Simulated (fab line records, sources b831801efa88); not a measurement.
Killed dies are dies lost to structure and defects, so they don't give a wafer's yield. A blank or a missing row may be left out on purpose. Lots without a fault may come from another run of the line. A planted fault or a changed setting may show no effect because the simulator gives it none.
Which tool did it? | flow sky130 | 13 lots, 39 wafers sampled, at 5 steps of a route of 708

WHAT THE GAUGES READ, wafer by wafer
SKY_FIELD_ISO_THK_MEAS_02. Usual: FIELD_ISO_OXIDATION_00_THK 11.86 nm, standard deviation 0.2.
lot  | measured    | on            | FIELD_ISO_OXIDATION_00_THK (nm) | flag
L902 | day 1 11:39 | film_metro-01 | 12.07 11.98 11.92               |
L904 | day 1 22:44 | film_metro-03 | 11.77 11.95 11.73               |
L906 | day 2 08:52 | film_metro-02 | 11.96 11.80 11.78               |
L907 | day 2 13:38 | film_metro-02 | 11.86 11.68 11.97               |
L909 | day 2 22:40 | film_metro-02 | 11.60 11.70 11.84               |
L912 | day 3 13:38 | film_metro-01 | 11.59 11.50 11.48               |
L915 | day 4 05:50 | film_metro-02 | 11.78 11.76 11.79               |
L917 | day 4 16:43 | film_metro-01 | 12.07 11.89 12.14               |
L918 | day 4 20:56 | film_metro-01 | 12.01 12.05 11.82               |
L919 | day 5 02:10 | film_metro-01 | 12.03 11.70 12.04               |
L920 | day 5 06:59 | film_metro-02 | 11.99 12.36 12.07               |
L923 | day 5 21:50 | film_metro-02 | 12.10 12.23 12.14               |
L924 | day 6 01:56 | film_metro-01 | 11.82 11.90 11.87               |

SKY_PWDE_TW_MEAS_10. Usual: PWDE_TW 376.8, standard deviation 2.9.
lot  | measured    | on            | PWDE_TW                             | flag
L902 | day 3 19:22 | film_metro-01 | 370.6 369.8 370.7                   |
L904 | day 4 07:58 | film_metro-04 | 377.9 376.5 374.8                   |
L906 | day 4 20:11 | film_metro-03 | 377.2 376.9 377.7                   |
L907 | day 4 21:55 | film_metro-03 | 378.8 375.3 376.2                   |
L909 | day 5 07:21 | film_metro-01 | 373.1 374.6 373.6                   |
L912 | day 6 11:22 | film_metro-03 | 378.7 377.4 379.6                   |
L915 | day 6 20:22 | film_metro-01 | 371.6 372.1 373.7                   |
L917 | day 7 08:24 | film_metro-03 | 467.5 469.0 466.4 467.4 469.2 472.5 | OFF
L918 | day 7 12:32 | film_metro-03 | 468.0 467.9 466.4 469.2 471.2 469.1 | OFF
L919 | day 7 20:38 | film_metro-04 | 469.8 470.2 469.4 468.6 467.5 466.9 | OFF
L920 | day 7 23:34 | film_metro-03 | 380.8 379.8 379.4                   |
L923 | day 8 21:40 | film_metro-01 | 372.1 374.2 376.0                   |
L924 | day 8 22:37 | film_metro-01 | 372.5 372.5 372.2                   |

SKY_NWELL_RS_MEAS_31: measures by four-point-probe. Usual: PWDE_RS 5270 ohm/sq, standard deviation 20.
lot  | measured     | on            | PWDE_RS (ohm/sq)              | flag
L902 | day 5 05:14  | film_metro-03 | 5302 5292 5292                |
L904 | day 5 19:08  | film_metro-04 | 5267 5280 5287                |
L906 | day 6 08:49  | film_metro-01 | 5284 5284 5270                |
L907 | day 6 09:43  | film_metro-04 | 5266 5268 5282                |
L909 | day 6 20:40  | film_metro-04 | 5285 5282 5286                |
L912 | day 8 03:00  | film_metro-03 | 5265 5275 5261                |
L915 | day 8 12:36  | film_metro-03 | 5309 5310 5326                |
L917 | day 9 01:28  | film_metro-01 | 3130 3126 3117 3132 3125 3119 | OFF
L918 | day 9 06:06  | film_metro-01 | 3104 3100 3098 3100 3098 3104 | OFF
L919 | day 9 14:24  | film_metro-03 | 3095 3101 3107 3090 3093 3109 | OFF
L920 | day 9 19:01  | film_metro-04 | 5271 5295 5282                |
L923 | day 10 18:01 | film_metro-01 | 5269 5265 5270                |
L924 | day 10 18:24 | film_metro-04 | 5282 5263 5295                |

SKY_METAL1_THK_MEAS_06: measures by xrf. Usual: METAL1_ALCU_THK 251.5 nm, standard deviation 2.8.
lot  | measured     | on            | METAL1_ALCU_THK (nm) | flag
L902 | day 31 00:07 | film_metro-03 | 248.1 249.5 249.1    |
L904 | day 31 19:14 | film_metro-03 | 254.8 259.1 252.9    |
L906 | day 33 10:31 | film_metro-03 | 253.7 253.6 253.5    |
L907 | day 33 13:06 | film_metro-04 | 255.0 255.1 252.9    |
L909 | day 33 18:22 | film_metro-03 | 252.9 254.7 255.2    |
L912 | day 35 05:09 | film_metro-04 | 253.3 254.0 249.0    |
L915 | day 35 18:43 | film_metro-04 | 251.3 250.8 251.1    |
L920 | day 37 02:58 | film_metro-03 | 252.1 250.4 253.2    |
L923 | day 38 08:17 | film_metro-03 | 256.9 254.8 252.1    |
L924 | day 38 10:32 | film_metro-04 | 250.2 251.6 251.2    |

WHICH TOOL RAN EACH LOT (tool, then ch and the chambers of the sampled wafers, then the start)
lot  | SKY_PWDE_IMPLANT_08
L902 | implanter-02 ch 0, day 3 19:09
L904 | implanter-04 ch 0, day 4 07:45
L906 | implanter-02 ch 0, day 4 19:58
L907 | implanter-04 ch 0, day 4 21:40
L909 | implanter-04 ch 0, day 5 07:06
L912 | implanter-02 ch 0, day 6 11:07
L915 | implanter-04 ch 0, day 6 20:07
L917 | implanter-02 ch 0, day 7 07:50
L918 | implanter-03 ch 0, day 7 11:58
L919 | implanter-04 ch 0, day 7 20:04
L920 | implanter-02 ch 0, day 7 23:20
L923 | implanter-03 ch 0, day 8 21:25
L924 | implanter-04 ch 0, day 8 22:22
- SKY_PWDE_IMPLANT_08

WHAT THE TOOLS THEMSELVES READ (means of the sampled wafers that have a number; where no wafer has one, the mark that the record gives instead)
The record holds no such reading with a usual standard deviation.

THE ANSWER, worked out from the rows above alone
Rule: a lot is off if the mean of its wafers that have a number lies more than 3 standard deviations from the usual mean. A lot without any number at a reading at which 4 lots or more have one is off too. The other lots that the step has rows for count as sound. The gauges are gone through in route order, then the tools' own readings, and for those a lot's mean is taken as printed above. The first step at which some lot is off is used, and at that step the reading that is off furthest; a lot without a number counts as furthest.
Off: L917, L918, L919, at SKY_PWDE_TW_MEAS_10 (PWDE_TW).
A tool fits if, at a process step before that reading, it ran every lot that is off, and no sound lot after the first of them. The gauges at SKY_PWDE_TW_MEAS_10 are tried like those tools. None of those tried fits.

WHAT THE SIMULATOR HAD PUT IN
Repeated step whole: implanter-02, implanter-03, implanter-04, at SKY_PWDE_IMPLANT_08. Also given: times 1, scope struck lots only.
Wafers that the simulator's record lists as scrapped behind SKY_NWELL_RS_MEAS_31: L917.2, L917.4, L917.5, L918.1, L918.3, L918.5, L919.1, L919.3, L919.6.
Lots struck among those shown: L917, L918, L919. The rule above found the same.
